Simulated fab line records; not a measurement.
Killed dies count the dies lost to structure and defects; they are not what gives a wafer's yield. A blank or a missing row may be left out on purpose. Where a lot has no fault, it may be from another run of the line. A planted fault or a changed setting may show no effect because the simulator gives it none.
A single fault, viewed from 2 desks + flow gf180mcu + what lay behind the numbers comes last; until then each desk has only its own

## AT THE METROLOGY DESK
What the gauges read, lot by lot, whatever tool the lot ran on: means of the sampled wafers that have a number. If a lot's mean is further than 4 standard deviations from the usual mean, the lot is out of limits and carries the mark OUT (the distance appears in the brackets).
Columns: A = DUAL_GATE_OXIDATION_00_THK at GF_DUAL_GATE_THK_MEAS_03, usual 10.87 nm; B = M2_ALCU_RS at GF_M2_RS_MEAS_05, usual 0.0695 ohm/sq; C = M2_OVL at GF_M2_OVL_MEAS_15, usual -3 nm; D = V2_CVD_00_THK at GF_V2_THK_MEAS_01, usual 601 nm
| lot  | first seen here | A                | B      | C  | D   |
|------|-----------------|------------------|--------|----|-----|
| L452 | day 7 16:19     | 10.79            | 0.0688 | -4 | 596 |
| L453 | day 7 20:54     | 10.90            | 0.0696 | -3 | 596 |
| L455 | day 8 13:58     | 10.78            | 0.0684 | 8  | 600 |
| L457 | day 9 00:21     | 10.79            | 0.0681 | -3 | 592 |
| L459 | day 10 00:32    | 10.79            | 0.0687 | 0  | 603 |
| L460 | day 10 02:05    | 10.81            | 0.0696 | 1  | 603 |
| L462 | day 10 14:26    | 10.69            | 0.0702 | -2 | 609 |
| L465 | day 11 09:34    | 10.24            | 0.0692 | -1 | 595 |
| L466 | day 11 15:48    | 10.04 (-5.2) OUT | 0.0701 | -4 | 602 |
| L469 | day 12 14:01    | 10.96            | 0.0700 | -7 | 603 |
| L470 | day 12 15:38    | 10.70            | 0.0701 | -1 | 597 |
| L471 | day 13 02:56    | 10.64            | 0.0706 | 1  | 605 |
| L472 | day 13 12:33    | 11.18            | 0.0678 | -6 | 605 |
| L473 | day 13 15:33    | 10.91            | 0.0709 | -6 | 609 |
Per this desk, out of limits: L466; the first was L466, day 11 15:48 (DUAL_GATE_OXIDATION_00_THK at GF_DUAL_GATE_THK_MEAS_03). Within limits: L452, L453, L455, L457, L459, L460, L462, L465, L469, L470, L471, L472, L473.

## AT THE TOOL OWNER'S DESK: furnace-01
The tool's own readings at GF_DUAL_GATE_OXIDATION_02 (stabilise 600 s, purge 300 s, target thk 10.887 nm): means of the sampled wafers that have a number, for each lot that ran on this tool. If a lot's mean is further than 4 standard deviations from the usual mean, the lot is out of limits and carries the mark OUT (the distance appears in the brackets).
Columns: A = spikeTcTopC at GF_DUAL_GATE_OXIDATION_02, usual 911.1 C
| lot  | first seen here | A     |
|------|-----------------|-------|
| L459 | day 9 23:05     | 914.8 |
| L460 | day 10 00:38    | 913.6 |
| L462 | day 10 12:59    | 914.1 |
| L465 | day 11 08:07    | 914.0 |
| L466 | day 11 14:21    | 913.7 |
This desk's finding: nothing out of limits on any of the 5 lots.

## PUT TOGETHER
On L466, the metrology desk was in a position to raise an alarm at day 11 15:48.
The tool owner's desk saw nothing out of limits.
Tool owner's desk: L466 on record, inside its limits.
All the named lots went through GF_DUAL_GATE_OXIDATION_02 on furnace-01.

## WHAT THE SIMULATOR PUT IN
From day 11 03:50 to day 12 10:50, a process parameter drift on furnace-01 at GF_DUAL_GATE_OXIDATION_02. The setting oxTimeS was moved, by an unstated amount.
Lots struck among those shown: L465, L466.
Per desk, hours elapsed from the start of the fault to the first reading out of limits: for the metrology desk, 12.
